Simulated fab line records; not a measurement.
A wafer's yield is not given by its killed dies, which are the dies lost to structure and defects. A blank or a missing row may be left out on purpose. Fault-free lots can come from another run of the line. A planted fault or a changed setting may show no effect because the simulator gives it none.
Matching of chambers	flow sky130	pecvd-02 running SKY_PASSIVATION_CVD_02: 3 sister chambers
The step deposits Si3N4, target thk 540 nm. 6 wafers are shown with their chamber, then 7 later ones without.

## WAFERS PAIRED WITH THEIR CHAMBERS
wafer	chamber	heater power w (W)
L738.1	0	748
L738.3	1	810
L740.2	2	621
L740.5	2	642
L740.6	0	728
L742.1	1	675

## WAFERS WITHOUT THEIR CHAMBER
wafer	heater power w (W)
L742.2	681
L742.6	736
L743.2	830
L743.4	673
L750.1	701
L750.2	711
L750.4	747

## THE CHAMBER EACH PASSED THROUGH
wafer	from the rows above	in truth
L742.2	can't be placed: 2 or 0 or 1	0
L742.6	can't be placed: 0 or 1 or 2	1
L743.2	can't be placed: 1 or 0 or 2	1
L743.4	can't be placed: 2 or 0 or 1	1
L750.1	can't be placed: 0 or 1 or 2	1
L750.2	can't be placed: 0 or 1 or 2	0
L750.4	can't be placed: 1 or 0 or 2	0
Correctly placed: 0 of 7. Can't be placed from these rows: 7 (the true chamber is among the candidates in 7). Placed wrongly: 0.
How it was worked out, from the rows above alone: a wafer's distance from a chamber is the root of the sum, over the readings, of the square of ((its reading less the chamber's mean) divided by the reading's scatter). The wafer belongs to the nearest chamber; if the next one is less than 2 further off, it can't be placed. A chamber's mean is the mean of its shown wafers. The scatter: the root of (the sum of the squares of (reading less its chamber's mean) over the shown wafers, divided by (wafers less chambers)).
